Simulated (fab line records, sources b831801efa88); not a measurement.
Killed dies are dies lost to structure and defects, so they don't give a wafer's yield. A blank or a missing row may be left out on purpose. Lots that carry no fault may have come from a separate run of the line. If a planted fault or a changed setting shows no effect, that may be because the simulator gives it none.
Which of the tools did it? + flow sky130 + 14 lots with 42 wafers sampled at 4 steps, on a route of 708 steps

## WHAT THE GAUGES SHOWED, per wafer
SKY_POLY_GATE_THK_MEAS_21.
| lot  | measured     | on            | POLY_GATE_OXIDATION_THK (nm) |
|------|--------------|---------------|------------------------------|
| L743 | day 16 23:24 | film_metro-01 | 4.09 4.15 4.03               |
| L745 | day 17 11:44 | film_metro-03 | 4.02 4.08 4.00               |
| L746 | day 18 07:25 | film_metro-01 | 3.98 3.96 3.94               |
| L748 | day 19 12:58 | film_metro-03 | 3.93 3.86 3.92               |
| L749 | day 19 12:58 | film_metro-01 | 4.02 3.96 3.99               |
| L750 | day 19 21:29 | film_metro-01 | 3.81 3.83 3.89               |
| L751 | day 20 04:05 | film_metro-03 | 4.01 3.91 3.97               |
| L754 | day 21 23:01 | film_metro-01 | 4.01 3.95 3.94               |
| L756 | day 22 06:49 | film_metro-02 | 4.02 3.91 4.04               |
| L760 | day 23 12:48 | film_metro-02 | 4.06 4.13 4.03               |
| L762 | day 23 19:08 | film_metro-01 | 4.10 4.03 4.12               |
| L764 | day 24 07:58 | film_metro-02 | 4.10 4.04 4.02               |
| L763 | day 24 08:54 | film_metro-03 | 4.02 3.95 3.83               |
| L765 | day 24 18:57 | film_metro-03 | 3.94 3.99 3.90               |

SKY_POLY_CUT_CD_MEAS_08: the cd target is 270 nm.
| lot  | measured     | on        | cd_nm (nm)        |
|------|--------------|-----------|-------------------|
| L743 | day 24 15:23 | cd_sem-01 | 269.3 270.1 268.1 |
| L745 | day 25 06:49 | cd_sem-01 | 273.0 272.5 271.9 |
| L746 | day 25 23:13 | cd_sem-01 | 269.9 270.0 269.7 |
| L748 | day 27 02:13 | cd_sem-01 | 271.8 270.6 271.0 |
| L749 | day 27 03:46 | cd_sem-02 | 270.2 271.2 271.7 |
| L750 | day 27 11:28 | cd_sem-02 | 269.6 268.9 268.7 |
| L751 | day 27 18:46 | cd_sem-01 | 272.7 271.3 270.9 |
| L754 | day 29 09:59 | cd_sem-01 | - - -             |
| L756 | day 29 17:51 | cd_sem-01 | - - -             |
| L760 | day 30 21:13 | cd_sem-01 | 269.7 270.8 270.1 |
| L762 | day 31 02:55 | cd_sem-01 | 269.7 270.9 268.7 |
| L764 | day 31 14:55 | cd_sem-01 | 272.5 273.0 272.4 |
| L763 | day 31 16:11 | cd_sem-02 | 270.1 269.8 270.7 |
| L765 | day 32 01:58 | cd_sem-02 | 269.0 269.9 267.5 |

## EACH LOT AND THE TOOL THAT RAN IT (in order: tool; ch and the chambers of the sampled wafers; start)
| lot  | SKY_LDD_P_STRIP_10                   | SKY_POLY_CUT_DEVELOP_07           |
|------|--------------------------------------|-----------------------------------|
| L743 | plasma_asher-04 ch 0, day 19 13:07   | litho_track-02 ch 0, day 24 15:00 |
| L745 | plasma_asher-03 ch 0,1, day 20 03:10 | litho_track-02 ch 0, day 25 06:00 |
| L746 | plasma_asher-02 ch 0,1, day 20 23:10 | litho_track-01 ch 0, day 25 23:00 |
| L748 | plasma_asher-03 ch 0,1, day 22 02:06 | litho_track-04 ch 0, day 27 02:00 |
| L749 | plasma_asher-04 ch 0,1, day 22 03:19 | litho_track-04 ch 0, day 27 03:00 |
| L750 | plasma_asher-02 ch 0,1, day 22 11:08 | litho_track-04 ch 0, day 27 11:00 |
| L751 | plasma_asher-04 ch 0,1, day 22 18:26 | litho_track-01 ch 0, day 27 18:00 |
| L754 | plasma_asher-02 ch 0,1, day 24 12:34 | litho_track-01, day 29 09:00      |
| L756 | plasma_asher-03 ch 1, day 24 20:02   | litho_track-02, day 29 17:00      |
| L760 | plasma_asher-03 ch 0,1, day 26 01:31 | litho_track-04 ch 0, day 30 21:00 |
| L762 | plasma_asher-02 ch 0,1, day 26 07:44 | litho_track-01 ch 0, day 31 02:00 |
| L764 | plasma_asher-03 ch 0,1, day 26 20:06 | litho_track-02 ch 0, day 31 14:00 |
| L763 | plasma_asher-03 ch 0,1, day 26 20:52 | litho_track-02 ch 0, day 31 16:00 |
| L765 | plasma_asher-03 ch 0,1, day 27 06:04 | litho_track-01 ch 0, day 32 01:00 |
- SKY_LDD_P_STRIP_10: strips in O2/N2.
- SKY_POLY_CUT_DEVELOP_07: develop time 60 s.

## WHAT THE TOOLS THEMSELVES READ (means of the sampled wafers that have a number; where no wafer has one, the mark that the record gives instead)
SKY_LDD_P_STRIP_10.
| lot  | tool            | drypump_motor_current_A (A) | oes_product_au (a.u.) | strip_time_to_endpoint_s (s) |
|------|-----------------|-----------------------------|-----------------------|------------------------------|
| L743 | plasma_asher-04 | 5.99                        | 0.715                 | 14.15                        |
| L745 | plasma_asher-03 | 6.20                        | 0.717                 | 14.17                        |
| L746 | plasma_asher-02 | 5.79                        | 0.717                 | 14.22                        |
| L748 | plasma_asher-03 | 6.24                        | 0.712                 | 14.17                        |
| L749 | plasma_asher-04 | 5.69                        | 0.711                 | 14.20                        |
| L750 | plasma_asher-02 | 5.82                        | 0.712                 | 14.15                        |
| L751 | plasma_asher-04 | 5.71                        | 0.714                 | 14.18                        |
| L754 | plasma_asher-02 | 5.78                        | 0.710                 | 14.18                        |
| L756 | plasma_asher-03 | 6.29                        | 0.713                 | 14.17                        |
| L760 | plasma_asher-03 | 6.22                        | 0.715                 | 14.11                        |
| L762 | plasma_asher-02 | 5.80                        | 0.717                 | 14.15                        |
| L764 | plasma_asher-03 | 6.24                        | 0.719                 | 14.16                        |
| L763 | plasma_asher-03 | 6.22                        | 0.711                 | 14.21                        |
| L765 | plasma_asher-03 | 6.20                        | 0.719                 | 14.26                        |

SKY_POLY_CUT_DEVELOP_07.
| lot  | tool           | chill_plate_temp_C (C) |
|------|----------------|------------------------|
| L743 | litho_track-02 | 22.97                  |
| L745 | litho_track-02 | 23.00                  |
| L746 | litho_track-01 | 23.00                  |
| L748 | litho_track-04 | 22.99                  |
| L749 | litho_track-04 | 23.01                  |
| L750 | litho_track-04 | 23.14                  |
| L751 | litho_track-01 | 22.97                  |
| L754 | litho_track-01 | -                      |
| L756 | litho_track-02 | -                      |
| L760 | litho_track-04 | 23.10                  |
| L762 | litho_track-01 | 23.00                  |
| L764 | litho_track-02 | 22.96                  |
| L763 | litho_track-02 | 22.92                  |
| L765 | litho_track-01 | 22.94                  |

## THE ANSWER, worked out from the rows above alone
Rule: what is usual is taken from the lots themselves. Put in order of their means at a reading, lots are off if they are a third of the lots or fewer, leave a main group of 4 or more, and stand apart from it by a gap of 3 or more times the standard deviation of the main group's means; of several such gaps the widest counts. Not used: any main group whose means are identical at the precision the tables above print for the reading. A lot without any number at a reading at which 4 lots or more have one is off too. The other lots that the step has rows for count as sound. Order of review: gauges by route order, followed by the tools' own readings, for which a lot's mean as printed above is used. The first step at which some lot is off is used, and at that step the reading that is off furthest; a lot without a number counts as furthest.
Off, at SKY_POLY_CUT_CD_MEAS_08 on cd_nm: L754, L756. Without a number there: L754, L756. The main group: mean 270.5 nm, standard deviation 1.2.
If a tool, at a process step before that reading, ran all the lots that are off and no sound lot after the first of them, it fits. Not tried: the gauges at SKY_POLY_CUT_CD_MEAS_08; whatever is off there is also off at SKY_POLY_CUT_DEVELOP_07, on other tools, and gauge error can't account for it. Of those tried, none fits.

## WHAT THE SIMULATOR PUT IN
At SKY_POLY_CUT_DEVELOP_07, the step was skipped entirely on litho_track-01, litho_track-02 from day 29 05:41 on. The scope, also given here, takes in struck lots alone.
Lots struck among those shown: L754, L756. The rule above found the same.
